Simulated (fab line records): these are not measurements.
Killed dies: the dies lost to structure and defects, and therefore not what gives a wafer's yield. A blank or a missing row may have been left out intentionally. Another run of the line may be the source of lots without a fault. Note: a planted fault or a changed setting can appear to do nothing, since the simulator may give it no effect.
8D (eight disciplines) problem report, filled in by code ; flow sfq-line ; the parts of the form that need people (team, actions taken, sign-off) are left out

1. WHAT WENT WRONG
Wafers free of any fault read 43.3 ohm/sq (standard deviation 0.41) for L0_MONX_KI_RS at SFQ_L0_RS_MEAS_901, against a mean of 39.9 ohm/sq on 2 wafers of 2 lots. Relative to the usual mean, that is a shift of -8.3 standard deviations.
The step: measures by four-point-probe.
Earliest sighting: wafer L131.6 on film-metro-01 at day 4 20:34. The record holds 42 wafers of 14 lots with a number at this step. The rule behind "out" and "out of limits": a value lying over 4 standard deviations away from the usual mean. The rest of the wafers with a number are treated as sound.

2. WHAT THIS IS AND IS NOT
question;is;is not
which readings at this step;L0_MONX_KI_RS;-
which lots;L131, L137;L115, L116, L117, L119, L120, L121, L122, L123, L124, L126, L127, L133
which wafers of those lots;L131.6, L137.2;L131.1, L131.2, L137.1, L137.3
read on which gauges;film-metro-01, film-metro-03;film-metro-02
when;from day 4 20:34;"up to then (35 sound wafers); but 5 sound wafers of L133, L137 came after"

3. SUSPECTS, AND WHAT RULES EACH OUT
Counting: if a tool at a process step up to the reading ran every lot that is out, it stays a suspect. Sound lots after the first of them don't rule it out here, since some wafers of a struck lot are sound.
- ruled out: the gauge at SFQ_L0_RS_MEAS_901. Those wafers that are out were read across 2 gauges (film-metro-01, film-metro-03).
- pvd-sputter-05 at SFQ_TRILAYER_L0_DEP_SPUTTER_003 (material MoNx KI, target thk 40 nm, time 100 s): kept. Every lot that is out went through it, the first being L131 (day 4 20:29); the last sound lot it ran before that was L126 (day 3 19:29).
Left after counting: pvd-sputter-05 at SFQ_TRILAYER_L0_DEP_SPUTTER_003.

4. THE CAUSE (what the simulator had put in)
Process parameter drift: pvd-sputter-05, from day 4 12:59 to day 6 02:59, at SFQ_TRILAYER_L0_DEP_SPUTTER_003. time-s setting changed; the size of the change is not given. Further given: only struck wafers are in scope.
This tool alone remained once counting was done.

5. THE CHAIN OF EFFECTS, in route order
Each row: a reading where the mean over the struck wafers with a number is more than 3 standard deviations away from the usual. Readings are gone through only where the record gives a usual standard deviation; hours: the median, over the lots, of the time from a lot's start at the first step in this table giving one to that lot's start at this step; sigmas: the change measured in usual standard deviations.
hours;step;reading;usual;on struck wafers;change;sigmas
0;SFQ_L0_RS_MEAS_901;L0_MONX_KI_RS;43.3 ohm/sq;39.9;-3.4;-8.3
0;SFQ_L0_THK_MEAS_902;L0_MONX_KI_THK;40.3 nm;44.2;+3.9;+8.0
93;SFQ_TRILAYER_L0_ETCH_METAL_ETCH_008;oes-product-au;0.875 a.u.;0.916;+0.041;+6.4
It contains these process steps:
- SFQ_TRILAYER_L0_ETCH_METAL_ETCH_008: etches MoNx KI in SF6/O2, stops on SiO2, target depth 50 nm, time 25 s.

6. HOW IT WOULD HAVE BEEN CAUGHT EARLIER
The first out-of-limits reading at a measuring or inspecting step in this record came at day 4 20:34, 8 hours after the fault's start at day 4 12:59.
An alarm limit of 4 standard deviations would not have fired on the tool readings at SFQ_TRILAYER_L0_DEP_SPUTTER_003 for which the record gives a usual standard deviation, since none of them was out on any struck wafer.
L137, from the lots that are out (2), started SFQ_TRILAYER_L0_DEP_SPUTTER_003 on pvd-sputter-05 later than day 4 20:34. Putting the tool on hold at that point would have spared it.
